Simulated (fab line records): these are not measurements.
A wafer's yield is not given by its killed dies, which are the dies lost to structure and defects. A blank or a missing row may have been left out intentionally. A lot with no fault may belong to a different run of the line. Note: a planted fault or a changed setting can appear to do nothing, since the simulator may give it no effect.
Struck lot and sound lot, side by side    flow sky130    14 out of 708 route steps
Sound: these wafers, L936.1, L936.5, L936.6. The struck wafers were L949.2, L949.3, L949.4. The cause comes at the end.
For every step that has rows: the tool of each side, followed by ch and its chambers, followed by its first start. Under that, the readings that differ: sound wafers    struck wafers    difference of the means    sigmas: that difference in standard deviations of wafers without a fault.
alike: readings with means less than 2 such deviations apart, plus words and numbers identical on both sides. not compared: withheld readings, readings lacking a value on some wafer, bounds such as >300 that could conceal the same value, and numbers that have no deviation in the record and whose values overlap.
Wherever a step has rows on one side only, a row that says differs or no value, or a row with sigmas, the two part there. Non-overlapping numbers with no deviation appear without sigmas and do not part them. Lack of a reading on every wafer of one side parts them only where that side has two or more wafers.

first, 4 steps without rows for these wafers: SKY_METAL1_STRIP_21 (strips in post etch residue remover, time 1200 s); SKY_METAL1_CLEAN_22 (cleans in IPA, time 180 s); SKY_METAL1_CLEAN_23 (cleans in O3/DIW); SKY_VIA1_HDPCVD_00 (deposits SiO2, target thk 1030 nm, time 171.7 s).
SKY_VIA1_THK_MEAS_01:
  struck on filmMetro-02, day 37 20:43; sound on filmMetro-01, day 34 03:01
reading               sound           struck          difference  sigmas
VIA1_HDPCVD_THK (nm)  1044 1054 1035  1029 1031 1017  -19         -2
SKY_VIA1_CMP_02: polishes SiO2.
  sound on cmp-02 ch 0,3, day 34 03:04; struck on cmp-01 ch 0,1,2, day 37 20:46
  alike: motorCurrentA, platenRpm
SKY_VIA1_BOW_MEAS_03:
  struck on filmMetro-03, day 37 21:05; sound on filmMetro-01, day 34 03:22
  alike: VIA1_BOW
then, 5 steps without rows for these wafers: SKY_VIA1_DEHYDRATE_04 (time 60 s); SKY_VIA1_HMDS_05 (prime time 60 s); SKY_VIA1_COAT_06 (resist thk 60 nm); SKY_VIA1_COAT_07 (resist thk 450 nm); SKY_VIA1_SOFTBAKE_08 (time 90 s).
SKY_VIA1_EXPOSE_09: exposes mask VIM, target cd 150 nm.
  sound on krfScanner-02 ch 0, day 34 16:50; struck on krfScanner-01, day 38 10:25
  no value came back on the struck wafers for exposureDoseMJCm2, focusOffsetNm (nm); on the sound wafers exposureDoseMJCm2 reads 37.99 37.99 37.97
  alike: mask
then, 1 step without rows for these wafers: SKY_VIA1_PEB_10.

## WHERE THEY PART
Last at SKY_VIA1_EXPOSE_09 as far as this record goes, first at SKY_VIA1_THK_MEAS_01.

WHY: the cause the simulator had injected
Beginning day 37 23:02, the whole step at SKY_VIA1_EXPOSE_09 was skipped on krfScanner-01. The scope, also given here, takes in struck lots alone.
